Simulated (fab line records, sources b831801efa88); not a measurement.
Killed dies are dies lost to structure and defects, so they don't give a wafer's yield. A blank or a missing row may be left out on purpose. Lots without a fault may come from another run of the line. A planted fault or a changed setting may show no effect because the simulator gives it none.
Chamber matching | flow gf180mcu | GF_CONTACT_CMP_04 on cmp-02: 4 sister chambers
The step polishes SiO2. 4 wafers are shown with their chamber, then 9 later ones without.

WAFERS WITH THEIR CHAMBER
wafer  | chamber | motor_current_A (A)
L972.1 | 2       | 12.9
L975.1 | 3       | 12.3
L975.2 | 0       | 13.5
L975.6 | 1       | 9.6

WAFERS WITHOUT THEIR CHAMBER
wafer  | motor_current_A (A)
L980.1 | 12.2
L980.3 | 13.4
L980.5 | 13.3
L983.2 | 13.0
L983.3 | 10.3
L983.4 | 13.1
L984.3 | 12.6
L984.4 | 12.4
L984.6 | 10.4

WHICH CHAMBER EACH WENT THROUGH
wafer  | from the rows above          | in truth
L980.1 | can't be placed: 3 or 2      | 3
L980.3 | can't be placed: 0 or 2      | 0
L980.5 | can't be placed: 0 or 2      | 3
L983.2 | can't be placed: 2 or 0 or 3 | 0
L983.3 | 1                            | 1
L983.4 | can't be placed: 2 or 0 or 3 | 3
L984.3 | can't be placed: 3 or 2 or 0 | 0
L984.4 | can't be placed: 3 or 2      | 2
L984.6 | 1                            | 1
Placed correctly: 2 of 9. Can't be placed from these rows: 7 (the true chamber is among the candidates in 6). Placed wrongly: 0.
How it was worked out, from the rows above alone: a wafer's distance from a chamber is the root of the sum, over the readings, of the square of ((its reading less the chamber's mean) divided by the reading's scatter). The wafer belongs to the nearest chamber; if the next one is less than 2 further off, it can't be placed. A chamber's mean is the mean of its shown wafers. The scatter: with one shown wafer a chamber, the root of the mean of the squares of how far each hidden wafer lies from its nearest shown one.
